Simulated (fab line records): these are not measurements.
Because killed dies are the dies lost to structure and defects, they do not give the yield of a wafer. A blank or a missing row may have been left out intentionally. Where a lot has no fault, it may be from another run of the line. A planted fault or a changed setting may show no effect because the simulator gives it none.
One fault through the eyes of 2 desks | flow sky130 | each desk holds nothing but its own numbers, with what lay behind them at the end

## METROLOGY DESK
Lot by lot, what the gauges showed, no matter which tool ran the lot: averages of those sampled wafers that carry a number. A lot is out of limits, marked OUT, if its mean lies more than 4 standard deviations from the usual mean; the brackets give that distance.
Columns: A = VIA3_BOW at SKY_VIA3_BOW_MEAS_03, usual 80 um
lot  | first seen here | A
L546 | day 38 10:26    | 87
L548 | day 39 18:10    | 87
L551 | day 39 19:03    | 82
L552 | day 40 07:18    | 77
L553 | day 41 06:40    | 82
L554 | day 41 08:26    | 76
L560 | day 42 13:43    | 85
L563 | day 43 11:31    | 88
L564 | day 43 15:12    | 79
L565 | day 44 11:31    | 76
L566 | day 44 14:58    | 71
L568 | day 46 04:55    | 77
This desk found nothing out of limits on any of the 12 lots.

## TOOL OWNER'S DESK, litho track-03
The tool's own readings at SKY_METAL4_SOFTBAKE_09 (time 90 s): means of the sampled wafers that have a number, for each lot that ran on this tool. A lot is out of limits, marked OUT, if its mean lies more than 4 standard deviations from the usual mean; the brackets give that distance.
Columns: A = heater power total W at SKY_METAL4_SOFTBAKE_09, usual 57.36 W; B = plate temp C at SKY_METAL4_SOFTBAKE_09, usual 100.01 C
lot  | first seen here | A                | B
L546 | day 41 03:00    | 57.41            | 99.96
L552 | day 42 20:00    | 57.34            | 100.11
L553 | day 43 16:00    | 57.44            | 100.05
L560 | day 45 00:00    | 57.31            | 99.85
L563 | day 45 20:00    | 57.91 (+5.0) OUT | 100.79 (+6.0) OUT
L564 | day 46 01:00    | 57.95 (+5.3) OUT | 100.72 (+5.5) OUT
This desk's verdict: out of limits on L563, L564, starting with L563 at day 45 20:00 (heater power total W at SKY_METAL4_SOFTBAKE_09). L546, L552, L553, L560: within limits.

## BROUGHT TOGETHER
At day 45 20:00, on L563, L564, the tool owner's desk was in a position to raise an alarm.
At the metrology desk, nothing out of limits was observed.
The metrology desk holds a record of L563, L564, inside its limits.
SKY_METAL4_SOFTBAKE_09 was run on litho track-03 by each of the lots named.

## WHAT THE SIMULATOR PUT IN
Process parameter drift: litho track-03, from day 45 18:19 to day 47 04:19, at SKY_METAL4_SOFTBAKE_09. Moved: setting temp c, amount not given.
Struck lots among those shown: L563, L564.
Each desk's first reading out of limits, in hours after the fault started: the tool owner's desk, 2.
